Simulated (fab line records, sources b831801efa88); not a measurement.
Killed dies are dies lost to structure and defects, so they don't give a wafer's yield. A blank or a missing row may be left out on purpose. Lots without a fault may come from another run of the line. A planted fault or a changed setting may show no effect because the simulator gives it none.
Problem report in the 8D (eight disciplines) form, filled by code | flow gf180mcu | the parts of the form that need people (team, actions taken, sign-off) are left out

1. THE PROBLEM
VT_IMPLANT_4_TW at GF_VT_IMPLANT_TW_MEAS_43 reads a mean of 640 on 6 wafers of 2 lots; wafers without a fault read 687 with a standard deviation of 6.2. That is -7.5 standard deviations from the usual mean.
First seen on wafer L951.1, day 10 22:22, on film_metro-04. The record holds 36 wafers of 12 lots with a number at this step. Rule for "out", or "out of limits": more than 4 standard deviations from the usual mean. The other wafers with a number count as sound.

2. WHAT IT IS AND WHAT IT IS NOT
question                    | is                     | is not
which readings at this step | VT_IMPLANT_4_TW        | -
which lots                  | L951, L953             | L939, L941, L944, L946, L947, L948, L954, L959, L960, L961
which wafers of those lots  | all that have a number | -
read on which gauges        | film_metro-04          | film_metro-01, film_metro-03
when                        | from day 10 22:22      | up to then (18 sound wafers); but 12 sound wafers of L954, L959, L960, L961 came after

3. SUSPECTS, AND WHAT RULES EACH OUT
Counting: a tool at a process step up to the reading stays a suspect if it ran every lot that is out and no sound lot after the first of them.
- the gauge at GF_VT_IMPLANT_TW_MEAS_43: ruled out. All the wafers that are out were read on film_metro-04, but those of them that GF_VT_IMPLANT_IMPLANT_41 has rows for are out there too, on other tools.
- implanter-04 at GF_VT_IMPLANT_IMPLANT_41: kept. It ran every lot that is out, first L951 (day 10 22:07), and no sound lot after that; its last sound lot up to then is L948 (day 9 23:33). Its own readings are out on those wafers: dose_ions_cm2, faraday_current_uA.
Left after counting: implanter-04 at GF_VT_IMPLANT_IMPLANT_41.

4. THE CAUSE (what the simulator had put in)
Process parameter drift: implanter-04, from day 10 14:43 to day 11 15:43, at GF_VT_IMPLANT_IMPLANT_41. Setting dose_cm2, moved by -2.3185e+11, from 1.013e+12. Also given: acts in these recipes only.
Counting left only this tool.

5. THE CHAIN OF EFFECTS, in route order
Each row: a reading whose mean over the struck wafers that have a number lies more than 3 standard deviations from the usual. Only readings for which the record gives a usual standard deviation are gone through. hours: the time from each lot's start at the first step in this table that gives one to its start at this step, as a median over the lots. sigmas: the change in usual standard deviations.
hours | step                     | reading            | usual      | on struck wafers | change      | sigmas
0     | GF_VT_IMPLANT_IMPLANT_41 | dose_ions_cm2      | 1.0128e+12 | 7.8002e+11       | -2.3278e+11 | -99 or more
0     | GF_VT_IMPLANT_IMPLANT_41 | faraday_current_uA | 5.72       | 4.44             | -1.28       | -12
0     | GF_VT_IMPLANT_TW_MEAS_43 | VT_IMPLANT_4_TW    | 687        | 640              | -47         | -7.5
The process steps in it:
- GF_VT_IMPLANT_IMPLANT_41

6. WHAT WOULD HAVE CAUGHT IT SOONER
In this record the first reading out of limits at a measuring or inspecting step was taken at day 10 22:22, 8 hours after the fault began at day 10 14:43.
The tool's own readings at GF_VT_IMPLANT_IMPLANT_41 were out on every struck wafer that the step has a row for (dose_ions_cm2, faraday_current_uA): an alarm limit on them would have fired on the first of those.
Of the lots that are out (2), L953 began GF_VT_IMPLANT_IMPLANT_41 on implanter-04 after day 10 22:22. A hold on the tool at that time would have spared it.
